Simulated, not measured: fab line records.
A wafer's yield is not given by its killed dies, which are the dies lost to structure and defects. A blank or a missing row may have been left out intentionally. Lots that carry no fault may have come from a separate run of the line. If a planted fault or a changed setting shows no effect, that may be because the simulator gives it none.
fab line records	flow sky130
record: lots: 12	wafers: 36	last-day: 50
route steps=708 shown METAL4@631 VIA4@656 METAL5@661 PASSIVATION@684 PAD_OPEN@708
lots with no fault: from the same line, run without faults
start-h: start of the lot's first displayed wafer, in hours after the record's first day	wait-h: hours elapsed since this lot's preceding step	" unchanged from the row above	L1.1+2: a single row standing in for several wafers	- either no value or no given start	* or withheld: withheld	< > ~ a bound
route shown NAME@n: a module of which the file shows steps, and the number in the route of the first	usual: mean/standard deviation taken from wafers without a fault	same: alike in all rows	chamber/n: place in a boat	sites: the reading at each site	_std_site: the values' standard deviation	_edge_site: outer sites' mean less inner sites'	radius-mm: for every site, how far away it sits from the centre of the wafer	mask NAME#n: copy n	behind: the tool/chamber that last shaped the wafer	hold: reason for holding the lot/hours on hold/outcome of the hold	device: the n, p or np transistor that did not switch	end of line: the route-end tests of the same wafers	where a step has no rows: the recipe by itself	killed: not the wafer's yield, but the dies lost to structure and defects at the first sort	map: per-die view of a wafer (x killed, . not killed, _ where there is no die)
set.NAME: the setting that was run; set.NAME@STEP: the one run at that earlier step	model.NAME: the simulator's own value behind a step, which no gauge read
route steps across a sampled set of lots; one table per step, one row per wafer
services: from which hour (start-h, from the record's first day; less than 0 if before it) a tool's chamber was out of use, for how many hours, and why
== steps ==
step: SKY_METAL4_DESCUM_15
recipe: chemistry: O2	source-power-w: 150	bias-power-w: 0	pressure-mtorr: 10	temp-c: 40	time-s: 8
usual: drypump-motor-current-A: 5.4/0.43	oes-product-au: 1.000/0.0087
same: bias-power-w: 0
lot.wafer	tool	chamber	start-h	wait-h	drypump-motor-current-A	oes-product-au	rf-hours-counter-h
L856.1	rie-metal-04	1	980.42	0.0	4.9	1.007	16
L856.2	"	0	"	"	5.5	1.005	21
L856.3	"	0	"	"	5.5	1.001	-
L861.2	rie-metal-04	0	1022.31	0.0	5.5	0.999	23
L861.4	"	0	"	"	5.5	1.002	-
L861.6	"	0	"	"	5.6	1.002	-
L862.1	rie-metal-02	1	1023.72	0.0	5.3	1.004	9
L862.3	"	0	"	"	6.3	0.976	-
L862.4	"	1	"	"	5.3	1.005	-
L866.1	rie-metal-04	0	1054.82	0.0	5.6	1.000	0
L866.4	"	1	"	"	4.9	1.006	-
L866.6	"	1	"	"	4.9	1.005	-
L867.1	rie-metal-01	1	1059.32	0.0	5.2	1.002	21
L867.3	"	1	"	"	5.2	1.003	-
L867.6	"	1	"	"	5.2	1.000	-
L869.2	rie-metal-02	1	1070.83	0.0	5.3	0.996	-
L869.4	"	1	"	"	5.3	1.002	-
L869.5	"	1	"	"	5.3	0.998	-
L872.3	rie-metal-01	1	1089.98	0.0	5.2	1.006	-
L872.5	"	1	"	"	5.2	1.001	-
L872.6	"	0	"	"	5.4	1.010	-
L873.2	rie-metal-04	1	1095.07	0.0	4.9	0.996	25
L873.4	"	1	"	"	4.9	1.008	-
L873.5	"	1	"	"	4.9	1.002	-
L874.1	rie-metal-01	0	1100.77	0.0	5.4	1.012	19
L874.2	"	1	"	"	5.3	1.011	24
L874.4	"	1	"	"	5.3	1.004	-
L875.2	rie-metal-01	0	1102.02	0.0	5.4	1.012	19
L875.3	"	1	"	"	5.2	0.996	-
L875.5	"	0	"	"	5.4	1.011	-
L876.1	rie-metal-02	0	1107.67	0.0	6.3	0.998	2
L876.2	"	1	"	"	5.3	1.010	16
L876.6	"	0	"	"	6.3	1.010	-
L878.3	rie-metal-04	0	1116.69	0.0	5.6	0.986	-
L878.4	"	0	"	"	5.5	0.994	-
L878.5	"	0	"	"	5.5	1.008	-
step: SKY_VIA4_SPUTTER_17
recipe: material: TiN	target-thk-nm: 20	chamber-pressure-pa: 5	power-w: 4000	time-s: 80
usual: cathode-dc-power-W: 4000.1/0.67	chamber-pressure-pa: 5.000/0.0092	throttle-valve-pct: 30.2/0.97
lot.wafer	tool	chamber	start-h	wait-h	cathode-dc-power-W	chamber-pressure-pa	throttle-valve-pct
L856.1	pvd-sputter-01	-	1006.05	0.0	4000.3	5.008	30.1
L856.2	"	-	"	"	4000.4	5.002	29.2
L856.3	"	-	"	"	4000.6	5.006	32.4
L861.2	pvd-sputter-03	-	1047.63	0.0	4001.1	4.998	29.4
L861.4	"	-	"	"	4001.3	5.004	28.6
L861.6	"	-	"	"	4000.0	4.992	29.1
L862.1	pvd-sputter-04	-	1048.29	0.0	3999.5	4.994	29.5
L862.3	"	-	"	"	3999.2	5.002	30.0
L862.4	"	-	"	"	4001.1	5.000	31.4
L866.1	pvd-sputter-03	-	1078.68	0.0	3999.5	5.007	29.5
L866.4	"	-	"	"	4000.3	4.992	28.9
L866.6	"	-	"	"	3999.3	5.008	30.1
L867.1	pvd-sputter-01	-	1082.70	0.0	4000.6	4.988	29.9
L867.3	"	-	"	"	3999.3	5.003	29.5
L867.6	"	-	"	"	4000.5	4.996	31.0
L869.2	pvd-sputter-04	-	1093.97	0.0	4000.0	5.001	29.8
L869.4	"	-	"	"	3999.7	4.988	30.1
L869.5	"	-	"	"	3999.8	4.997	30.8
L872.3	pvd-sputter-04	-	1111.34	0.0	3999.5	5.001	29.5
L872.5	"	-	"	"	3999.4	4.995	30.5
L872.6	"	-	"	"	4000.4	5.010	31.6
L873.2	pvd-sputter-04	-	1117.55	0.0	3999.7	4.998	29.0
L873.4	"	-	"	"	3999.0	5.008	30.5
L873.5	"	-	"	"	4000.1	5.001	29.2
L874.1	pvd-sputter-04	-	1123.79	0.0	3999.3	5.001	30.6
L874.2	"	-	"	"	3999.8	4.984	29.3
L874.4	"	-	"	"	4000.4	5.007	31.4
L875.2	pvd-sputter-03	-	1124.29	0.0	3999.7	4.973	29.9
L875.3	"	-	"	"	3999.1	4.993	29.4
L875.5	"	-	"	"	3999.5	5.006	28.3
L876.1	pvd-sputter-04	-	1129.67	0.0	4001.4	5.003	31.4
L876.2	"	-	"	"	4000.0	5.001	30.7
L876.6	"	-	"	"	3999.9	4.981	30.0
L878.3	pvd-sputter-01	-	1137.96	0.0	4000.4	4.981	30.9
L878.4	"	-	"	"	4000.0	5.001	30.1
L878.5	"	-	"	"	3999.9	4.991	30.9
step: SKY_METAL5_SPUTTER_00
recipe: material: Ti	target-thk-nm: 15	power-w: 3000	time-s: 10	chamber-pressure-pa: 0.4
usual: cathode-dc-power-W: 2999.9/0.49	chamber-pressure-pa: 0.4000/0.0008	throttle-valve-pct: 30.0/1.1
lot.wafer	tool	chamber	start-h	wait-h	cathode-dc-power-W	chamber-pressure-pa	throttle-valve-pct
L856.1	pvd-sputter-01	-	1006.77	0.1	2999.5	0.4005	32.0
L856.2	"	-	"	"	3000.8	0.3983	29.3
L856.3	"	-	"	"	2999.1	0.3987	29.8
L861.2	pvd-sputter-02	-	1048.33	0.1	2999.6	0.4006	30.9
L861.4	"	-	"	"	3000.2	0.4004	28.8
L861.6	"	-	"	"	2999.7	0.3997	31.1
L862.1	pvd-sputter-02	-	1048.98	0.1	2999.9	0.4005	29.4
L862.3	"	-	"	"	3000.3	0.4005	31.1
L862.4	"	-	"	"	3000.0	0.4001	29.4
L866.1	pvd-sputter-01	-	1079.37	0.1	-	-	-
L866.4	"	-	"	"	-	-	-
L866.6	"	-	"	"	-	-	-
L867.1	pvd-sputter-02	-	1083.40	0.2	-	-	-
L867.3	"	-	"	"	-	-	-
L867.6	"	-	"	"	-	-	-
L869.2	pvd-sputter-02	-	1094.67	0.2	3000.1	0.3987	31.0
L869.4	"	-	"	"	3000.1	0.3991	29.4
L869.5	"	-	"	"	2999.8	0.4006	28.7
L872.3	pvd-sputter-01	-	1112.03	0.2	2999.7	0.4003	29.4
L872.5	"	-	"	"	3000.3	0.4006	32.3
L872.6	"	-	"	"	3000.7	0.4005	31.1
L873.2	pvd-sputter-03	-	1118.24	0.1	2999.5	0.3999	28.3
L873.4	"	-	"	"	2999.5	0.4018	30.1
L873.5	"	-	"	"	2999.9	0.4009	30.2
L874.1	pvd-sputter-01	-	1124.57	0.2	2999.9	0.4001	29.2
L874.2	"	-	"	"	3000.0	0.3997	30.2
L874.4	"	-	"	"	2999.2	0.4010	32.3
L875.2	pvd-sputter-03	-	1124.98	0.2	3000.3	0.3994	29.7
L875.3	"	-	"	"	3000.2	0.4011	29.8
L875.5	"	-	"	"	3000.3	0.3996	29.5
L876.1	pvd-sputter-01	-	1130.36	0.1	2999.6	0.3989	30.9
L876.2	"	-	"	"	3000.1	0.4010	29.3
L876.6	"	-	"	"	2999.0	0.4004	29.9
L878.3	pvd-sputter-03	-	1138.65	0.1	2999.5	0.4001	29.5
L878.4	"	-	"	"	2999.8	0.4006	28.4
L878.5	"	-	"	"	2999.9	0.4000	29.2
step: SKY_PASSIVATION_THK_MEAS_03
recipe: reads: Si3N4_of_PASSIVATION_CVD_02
usual: PASSIVATION_CVD_02_THK: 538/7.5
lot.wafer	tool	chamber	start-h	wait-h	PASSIVATION_CVD_02_THK[nm]
L856.1	film-metro-02	-	1030.72	-	531
L856.2	"	-	"	"	538
L856.3	"	-	"	"	519
L861.2	film-metro-02	-	1071.09	-	525
L861.4	"	-	"	"	546
L861.6	"	-	"	"	542
L862.1	film-metro-01	-	1072.13	-	536
L862.3	"	-	"	"	537
L862.4	"	-	"	"	545
L866.1	film-metro-02	-	1102.06	-	544
L866.4	"	-	"	"	551
L866.6	"	-	"	"	542
L867.1	film-metro-01	-	1105.32	-	540
L867.3	"	-	"	"	533
L867.6	"	-	"	"	544
L869.2	film-metro-02	-	1115.84	-	533
L869.4	"	-	"	"	532
L869.5	"	-	"	"	535
L872.3	film-metro-01	-	1133.17	-	531
L872.5	"	-	"	"	534
L872.6	"	-	"	"	546
L873.2	film-metro-01	-	1139.40	-	543
L873.4	"	-	"	"	539
L873.5	"	-	"	"	546
L874.1	film-metro-02	-	1144.82	-	543
L874.2	"	-	"	"	542
L874.4	"	-	"	"	538
L875.2	film-metro-04	-	1145.14	-	530
L875.3	"	-	"	"	525
L875.5	"	-	"	"	534
L876.1	film-metro-04	-	1150.44	-	529
L876.2	"	-	"	"	534
L876.6	"	-	"	"	535
L878.3	film-metro-04	-	1158.09	-	526
L878.4	"	-	"	"	544
L878.5	"	-	"	"	542
step: SKY_PAD_OPEN_PROBE_99
usual: defect-limited-yield: 82.5/1.9	killed_at_M0_to_M3: 42/7.2	killed_at_M4_up: 3.5/1.8	killed-at-contacts: 25/5.7	killed-at-front-end: 16/4.6	killed-at-other: 0.2/0.41	killed-dies: 86/9.3	killed-open: 47/6.3	killed-short: 39/5.9
same: gross-dies: 492	killed-at-back-side: 0
lot.wafer	tool	chamber	start-h	wait-h	defect-limited-yield[%]	killed_at_M0_to_M3	killed_at_M4_up	killed-at-contacts	killed-at-front-end	killed-at-other	killed-dies	killed-open	killed-short
L856.1	prober-02	-	1077.43	0.1	80.3	56	2	23	16	0	97	52	45
L856.2	prober-02	-	1077.48	0.1	83.1	45	2	23	13	0	83	33	50
L856.3	prober-02	-	1077.53	0.2	82.7	48	1	14	22	0	85	40	45
L861.2	prober-02	-	1114.44	0.1	79.1	47	5	27	23	1	103	57	46
L861.4	prober-02	-	1114.54	0.2	82.5	42	1	21	22	0	86	55	31
L861.6	prober-02	-	1114.64	0.2	82.5	41	3	27	14	1	86	46	40
L862.1	prober-01	-	1115.93	0.1	83.5	45	1	19	16	0	81	40	41
L862.3	prober-01	-	1116.03	0.2	82.9	33	3	24	24	0	84	45	39
L862.4	prober-01	-	1116.08	0.2	81.7	41	0	31	18	0	90	47	43
L866.1	prober-01	-	1143.86	0.1	83.9	39	5	21	14	0	79	41	38
L866.4	prober-01	-	1144.01	0.2	82.5	44	5	25	12	0	86	47	39
L866.6	prober-01	-	1144.11	0.2	83.3	35	5	30	12	0	82	49	33
L867.1	prober-02	-	1146.49	0.1	82.1	42	3	33	10	0	88	49	39
L867.3	prober-02	-	1146.59	0.2	85.4	37	3	18	14	0	72	39	33
L867.6	prober-02	-	1146.74	0.2	82.9	35	4	25	20	0	84	45	39
L869.2	prober-02	-	1155.85	0.1	83.5	33	4	23	21	0	81	39	42
L869.4	prober-02	-	1155.95	0.2	80.1	61	4	21	12	0	98	55	43
L869.5	prober-02	-	1156.00	0.2	82.9	43	4	25	12	0	84	46	38
L872.3	prober-01	-	1171.75	0.2	80.3	46	6	21	24	0	97	57	40
L872.5	prober-01	-	1171.85	0.2	81.5	41	5	24	21	0	91	51	40
L872.6	prober-01	-	1171.90	0.2	79.9	52	5	27	15	0	99	58	41
L873.2	prober-02	-	1176.98	0.1	81.1	45	4	27	17	0	93	58	35
L873.4	prober-02	-	1177.08	0.2	80.7	53	3	24	15	0	95	52	43
L873.5	prober-02	-	1177.13	0.2	80.7	48	4	24	19	0	95	59	36
L874.1	prober-01	-	1182.02	0.1	83.9	36	1	23	18	1	79	46	33
L874.2	prober-01	-	1182.07	0.1	81.9	29	2	41	16	1	89	47	42
L874.4	prober-01	-	1182.17	0.2	82.9	38	1	30	15	0	84	42	42
L875.2	prober-02	-	1183.40	0.1	82.7	43	3	24	15	0	85	47	38
L875.3	prober-02	-	1183.45	0.2	83.7	44	4	13	19	0	80	52	28
L875.5	prober-02	-	1183.55	0.2	80.3	51	1	24	21	0	97	47	50
L876.1	prober-01	-	1187.24	0.1	82.7	42	2	25	16	0	85	47	38
L876.2	prober-01	-	1187.29	0.1	82.7	41	4	29	11	0	85	42	43
L876.6	prober-01	-	1187.49	0.2	83.1	49	0	17	17	0	83	48	35
L878.3	prober-01	-	1193.69	0.2	82.7	38	4	20	23	0	85	47	38
L878.4	prober-01	-	1193.74	0.2	84.6	38	5	26	7	0	76	45	31
L878.5	prober-01	-	1193.79	0.2	81.5	47	3	23	18	0	91	47	44
killed by level:class
L856.1 VIA1:geometric-particle:open=15 VIA2:geometric-particle:open=9 CONTACT:geometric-particle:open=7 METAL3:geometric-particle:short=7 METAL2:geometric-particle:short=6 VIA3:geometric-particle:open=6 POLY_GATE:geometric-particle:open=5 LOCAL_INTERCONNECT:geometric-particle:short=5
L856.2 METAL1:geometric-particle:short=8 METAL3:geometric-particle:short=7 CONTACT:geometric-particle:short=7 METAL2:geometric-particle:short=7 CONTACT:geometric-particle:open=6 VIA1:geometric-particle:open=6 VIA2:geometric-particle:open=4 VIA1:geometric-particle:short=4
L856.3 METAL1:geometric-particle:short=7 VIA1:geometric-particle:open=7 METAL2:geometric-particle:short=7 VIA2:geometric-particle:open=6 FIELD_ISO:geometric-particle:short=5 METAL3:geometric-particle:short=5 LI_CONTACT:geometric-particle:open=4 POLY_GATE:geometric-particle:short=4
L861.2 VIA1:geometric-particle:open=12 CONTACT:geometric-particle:open=11 VIA1:geometric-particle:short=8 VIA3:geometric-particle:open=8 FIELD_ISO:geometric-particle:open=7 LI_CONTACT:geometric-particle:open=7 CONTACT:geometric-particle:short=6 FIELD_ISO:geometric-particle:short=5
L861.4 VIA1:geometric-particle:open=12 CONTACT:geometric-particle:open=9 VIA3:geometric-particle:open=8 FIELD_ISO:geometric-particle:open=7 LOCAL_INTERCONNECT:geometric-particle:short=7 SPACER:geometric-particle:open=6 METAL1:geometric-particle:short=5 FIELD_ISO:geometric-particle:short=4
L861.6 VIA1:geometric-particle:open=13 CONTACT:geometric-particle:open=9 VIA2:geometric-particle:open=7 FIELD_ISO:geometric-particle:open=6 CONTACT:geometric-particle:short=6 VIA2:geometric-particle:short=6 LI_CONTACT:geometric-particle:short=5 LI_CONTACT:geometric-particle:open=5
L862.1 VIA2:geometric-particle:open=8 VIA3:geometric-particle:open=7 FIELD_ISO:geometric-particle:short=6 VIA1:geometric-particle:open=6 CONTACT:geometric-particle:open=6 METAL2:geometric-particle:short=6 FIELD_ISO:geometric-particle:open=5 VIA1:geometric-particle:short=5
L862.3 VIA1:geometric-particle:open=9 CONTACT:geometric-particle:open=8 CONTACT:geometric-particle:short=7 FIELD_ISO:geometric-particle:short=7 FIELD_ISO:geometric-particle:open=6 LI_CONTACT:geometric-particle:open=5 VIA2:geometric-particle:open=5 METAL1:geometric-particle:short=5
L862.4 LI_CONTACT:geometric-particle:open=9 CONTACT:geometric-particle:short=8 CONTACT:geometric-particle:open=7 VIA2:geometric-particle:open=7 VIA1:geometric-particle:open=7 POLY_GATE:geometric-particle:open=6 METAL2:geometric-particle:short=6 VIA3:geometric-particle:open=6
L866.1 VIA1:geometric-particle:open=10 VIA1:geometric-particle:short=7 LI_CONTACT:geometric-particle:open=6 VIA3:geometric-particle:open=6 CONTACT:geometric-particle:open=6 FIELD_ISO:geometric-particle:short=4 CONTACT:geometric-particle:short=4 VIA2:geometric-particle:open=4
L866.4 CONTACT:geometric-particle:open=9 VIA1:geometric-particle:open=8 LI_CONTACT:geometric-particle:open=8 VIA2:geometric-particle:open=8 VIA2:geometric-particle:short=5 METAL1:geometric-particle:short=5 FIELD_ISO:geometric-particle:open=4 CONTACT:geometric-particle:short=4
L866.6 CONTACT:geometric-particle:open=14 VIA1:geometric-particle:open=9 LI_CONTACT:geometric-particle:open=7 METAL1:geometric-particle:short=6 CONTACT:geometric-particle:short=5 FIELD_ISO:geometric-particle:short=4 METAL2:geometric-particle:short=4 VIA2:geometric-particle:open=4
L867.1 CONTACT:geometric-particle:open=16 VIA1:geometric-particle:open=10 METAL1:geometric-particle:short=8 VIA2:geometric-particle:open=7 LI_CONTACT:geometric-particle:open=6 CONTACT:geometric-particle:short=6 METAL2:geometric-particle:short=5 METAL1:geometric-particle:open=3
L867.3 CONTACT:geometric-particle:open=12 VIA1:geometric-particle:open=8 VIA1:geometric-particle:short=6 METAL2:geometric-particle:short=6 VIA3:geometric-particle:open=5 POLY_GATE:geometric-particle:short=4 METAL1:geometric-particle:short=4 FIELD_ISO:geometric-particle:short=3
L867.6 VIA1:geometric-particle:open=9 CONTACT:geometric-particle:open=9 CONTACT:geometric-particle:short=8 FIELD_ISO:geometric-particle:short=5 FIELD_ISO:geometric-particle:open=5 POLY_GATE:geometric-particle:short=5 METAL1:geometric-particle:short=5 LI_CONTACT:geometric-particle:open=4
L869.2 VIA3:geometric-particle:open=9 LI_CONTACT:geometric-particle:open=7 FIELD_ISO:geometric-particle:short=6 VIA1:geometric-particle:open=6 CONTACT:geometric-particle:short=5 METAL1:geometric-particle:short=5 FIELD_ISO:geometric-particle:open=4 CONTACT:geometric-particle:open=4
L869.4 VIA3:geometric-particle:open=10 VIA1:geometric-particle:open=9 METAL2:geometric-particle:short=9 LI_CONTACT:geometric-particle:open=7 LOCAL_INTERCONNECT:geometric-particle:short=5 CONTACT:geometric-particle:open=5 METAL1:geometric-particle:short=5 VIA1:geometric-particle:short=5
L869.5 METAL2:geometric-particle:short=10 VIA1:geometric-particle:open=8 LI_CONTACT:geometric-particle:open=7 LOCAL_INTERCONNECT:geometric-particle:short=7 CONTACT:geometric-particle:open=7 VIA3:geometric-particle:open=6 VIA2:geometric-particle:open=5 POLY_CUT:geometric-particle:open=3
L872.3 VIA1:geometric-particle:open=12 METAL1:geometric-particle:short=8 CONTACT:geometric-particle:open=7 VIA3:geometric-particle:open=7 FIELD_ISO:geometric-particle:open=6 VIA2:geometric-particle:open=6 POLY_GATE:geometric-particle:open=6 LI_CONTACT:geometric-particle:open=6
L872.5 CONTACT:geometric-particle:open=11 METAL1:geometric-particle:short=10 VIA3:geometric-particle:open=9 POLY_GATE:geometric-particle:short=8 LI_CONTACT:geometric-particle:open=7 VIA1:geometric-particle:open=7 FIELD_ISO:geometric-particle:open=4 VIA2:geometric-particle:open=4
L872.6 LI_CONTACT:geometric-particle:open=12 VIA1:geometric-particle:open=11 VIA2:geometric-particle:open=7 CONTACT:geometric-particle:open=7 METAL2:geometric-particle:short=6 VIA3:geometric-particle:open=5 METAL1:geometric-particle:open=5 METAL1:geometric-particle:short=5
L873.2 CONTACT:geometric-particle:open=12 VIA1:geometric-particle:open=12 VIA2:geometric-particle:open=9 VIA3:geometric-particle:open=7 METAL2:geometric-particle:short=6 METAL1:geometric-particle:short=6 POLY_GATE:geometric-particle:open=5 FIELD_ISO:geometric-particle:open=4
L873.4 VIA1:geometric-particle:open=14 CONTACT:geometric-particle:open=8 METAL2:geometric-particle:short=7 VIA3:geometric-particle:open=7 POLY_GATE:geometric-particle:open=5 LI_CONTACT:geometric-particle:open=5 CONTACT:geometric-particle:short=5 VIA3:geometric-particle:short=5
L873.5 CONTACT:geometric-particle:open=10 VIA2:geometric-particle:open=8 VIA1:geometric-particle:open=8 VIA3:geometric-particle:open=8 LI_CONTACT:geometric-particle:open=7 FIELD_ISO:geometric-particle:open=6 METAL1:geometric-particle:short=6 VIA3:geometric-particle:short=6
L874.1 CONTACT:geometric-particle:open=10 VIA1:geometric-particle:open=8 VIA2:geometric-particle:open=8 VIA1:geometric-particle:short=7 LOCAL_INTERCONNECT:geometric-particle:short=5 METAL2:geometric-particle:short=5 FIELD_ISO:geometric-particle:short=4 POLY_GATE:geometric-particle:open=4
L874.2 LI_CONTACT:geometric-particle:open=12 LI_CONTACT:geometric-particle:short=8 CONTACT:geometric-particle:short=8 FIELD_ISO:geometric-particle:open=7 CONTACT:geometric-particle:open=6 VIA1:geometric-particle:open=6 VIA3:geometric-particle:open=6 LOCAL_INTERCONNECT:geometric-particle:short=5
L874.4 LI_CONTACT:geometric-particle:open=9 VIA1:geometric-particle:open=9 LOCAL_INTERCONNECT:geometric-particle:short=8 CONTACT:geometric-particle:open=8 VIA1:geometric-particle:short=7 VIA3:geometric-particle:open=6 METAL2:geometric-particle:short=5 FIELD_ISO:geometric-particle:short=4
L875.2 VIA1:geometric-particle:open=11 LI_CONTACT:geometric-particle:open=9 CONTACT:geometric-particle:open=7 VIA2:geometric-particle:open=7 FIELD_ISO:geometric-particle:short=5 VIA1:geometric-particle:short=4 METAL2:geometric-particle:short=4 LI_CONTACT:geometric-particle:short=3
L875.3 VIA1:geometric-particle:open=11 LI_CONTACT:geometric-particle:open=7 POLY_GATE:geometric-particle:open=6 VIA3:geometric-particle:open=6 VIA2:geometric-particle:open=6 FIELD_ISO:geometric-particle:short=4 POLY_GATE:geometric-particle:short=4 VIA3:geometric-particle:short=4
L875.5 VIA1:geometric-particle:open=11 VIA1:geometric-particle:short=7 VIA2:geometric-particle:open=7 LI_CONTACT:geometric-particle:open=6 METAL2:geometric-particle:short=6 VIA3:geometric-particle:short=5 POLY_GATE:geometric-particle:short=5 LOCAL_INTERCONNECT:geometric-particle:short=5
L876.1 VIA3:geometric-particle:open=10 CONTACT:geometric-particle:open=8 METAL2:geometric-particle:short=7 VIA2:geometric-particle:open=7 CONTACT:geometric-particle:short=5 POLY_GATE:geometric-particle:open=5 VIA1:geometric-particle:open=5 LI_CONTACT:geometric-particle:open=5
L876.2 CONTACT:geometric-particle:open=12 VIA1:geometric-particle:open=11 LOCAL_INTERCONNECT:geometric-particle:short=6 METAL1:geometric-particle:short=5 LI_CONTACT:geometric-particle:short=5 VIA2:geometric-particle:short=5 VIA3:geometric-particle:short=5 FIELD_ISO:geometric-particle:open=4
L876.6 VIA2:geometric-particle:open=11 CONTACT:geometric-particle:open=10 FIELD_ISO:geometric-particle:short=7 VIA1:geometric-particle:open=7 VIA3:geometric-particle:open=6 VIA1:geometric-particle:short=6 METAL1:geometric-particle:short=4 FIELD_ISO:geometric-particle:open=3
L878.3 VIA1:geometric-particle:open=17 FIELD_ISO:geometric-particle:short=7 LI_CONTACT:geometric-particle:open=7 POLY_GATE:geometric-particle:short=5 FIELD_ISO:geometric-particle:open=4 CONTACT:geometric-particle:short=4 CONTACT:geometric-particle:open=4 VIA2:geometric-particle:open=4
L878.4 CONTACT:geometric-particle:open=10 VIA1:geometric-particle:open=10 VIA3:geometric-particle:open=8 LI_CONTACT:geometric-particle:open=6 LOCAL_INTERCONNECT:geometric-particle:short=5 METAL2:geometric-particle:short=4 VIA2:geometric-particle:short=4 VIA2:geometric-particle:open=4
L878.5 VIA1:geometric-particle:open=11 VIA2:geometric-particle:open=9 CONTACT:geometric-particle:open=7 CONTACT:geometric-particle:short=7 VIA1:geometric-particle:short=6 VIA3:geometric-particle:open=6 FIELD_ISO:geometric-particle:short=5 FIELD_ISO:geometric-particle:open=5
== services ==
tool	chamber	start-h	hours	kind
pvd-sputter-03	-	967.76	2.9	repair
pvd-sputter-01	-	981.76	1.7	repair
pvd-sputter-04	-	1011.22	2.6	repair
pvd-sputter-03	-	1016.37	3.0	repair
rie-metal-04	0	1030.98	-	clean
rie-metal-04	0	1030.98	21.6	scheduled-down
rie-metal-04	0	1030.98	21.6	vent-cycle
rie-metal-01	0	1033.46	1.9	repair
rie-metal-01	0	1042.65	16.9	repair
rie-metal-01	1	1048.55	8.3	repair
pvd-sputter-04	-	1052.56	0.5	repair
rie-metal-02	0	1060.12	-	clean
rie-metal-02	0	1060.12	25.4	scheduled-down
rie-metal-02	0	1060.12	25.4	vent-cycle
pvd-sputter-02	-	1067.27	2.5	repair
rie-metal-01	-	1068.86	2.8	pm
pvd-sputter-03	-	1107.75	6.8	repair
rie-metal-04	1	1112.54	-	clean
rie-metal-04	1	1112.54	15.8	scheduled-down
rie-metal-04	1	1112.54	15.8	vent-cycle
pvd-sputter-03	-	1130.27	2.9	repair
pvd-sputter-02	-	1138.40	3.4	repair
== key ==
first-sign: step: SKY_METAL5_SPUTTER_00	reading: tool-record	direction: missing
effect none on later readings
met-at SKY_METAL5_SPUTTER_00
struck-lots L866,L867
not-acting-at SKY_METAL4_DESCUM_15,SKY_VIA4_SPUTTER_17,SKY_PASSIVATION_THK_MEAS_03
onset-between 1048.98 1079.37
fault: kind: skipped-step-whole	tool: pvd-sputter-01,pvd-sputter-02	chamber: -	onset-h: 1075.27	steps: SKY_METAL5_SPUTTER_00	scope: struck-lots-only
